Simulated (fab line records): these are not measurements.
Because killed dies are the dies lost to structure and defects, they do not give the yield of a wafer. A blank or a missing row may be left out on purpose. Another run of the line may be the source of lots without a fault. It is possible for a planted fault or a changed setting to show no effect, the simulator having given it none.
Chamber matching	flow sky130	4 sister chambers for SKY_VIA3_CMP_02 on cmp-02
The step polishes SiO2. 8 wafers are shown with their chamber, then 12 later ones without.

WAFERS WITH THEIR CHAMBER
wafer	chamber	motor current A (A)	head pressure psi (psi)
L086.1	0	13.7	4.011
L087.5	1	11.3	3.997
L089.2	2	10.7	3.989
L089.3	0	13.1	4.020
L089.5	3	9.8	4.010
L090.1	2	9.9	3.992
L090.2	3	9.9	3.991
L090.5	1	11.1	3.993

WAFERS WITH NO CHAMBER GIVEN
wafer	motor current A (A)	head pressure psi (psi)
L092.1	11.6	3.996
L092.4	10.2	3.994
L092.6	12.7	3.994
L094.1	12.2	4.002
L094.2	12.5	4.007
L094.6	13.0	4.016
L095.1	11.3	4.001
L095.2	10.1	4.017
L095.6	10.7	3.985
L096.1	11.7	3.998
L096.3	13.7	4.005
L096.5	10.8	4.011

WHICH CHAMBER EACH WENT THROUGH
wafer	from the rows above	in truth
L092.1	1	1
L092.4	can't be placed: 2 or 3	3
L092.6	can't be placed: 0 or 1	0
L094.1	can't be placed: 1 or 0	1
L094.2	can't be placed: 0 or 1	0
L094.6	0	0
L095.1	1	1
L095.2	can't be placed: 3 or 2 or 1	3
L095.6	can't be placed: 2 or 1 or 3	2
L096.1	1	1
L096.3	0	0
L096.5	can't be placed: 1 or 3 or 2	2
Correct placement for 5 of the 12. Can't be placed from these rows: 7 (the true chamber is among the candidates in 7). Wrongly placed: 0.
How it was worked out, from the rows above alone: a wafer's distance from a chamber is the root of the sum, over the readings, of the square of ((its reading less the chamber's mean) divided by the reading's scatter). If the next closest chamber is less than 2 further off than the closest, the wafer can't be placed; otherwise it belongs to the closest. A chamber's mean is the mean of its shown wafers. How the scatter is found: for the shown wafers, subtract from each reading the mean of its chamber, square and add these, divide the total by (wafers less chambers), then take the root.
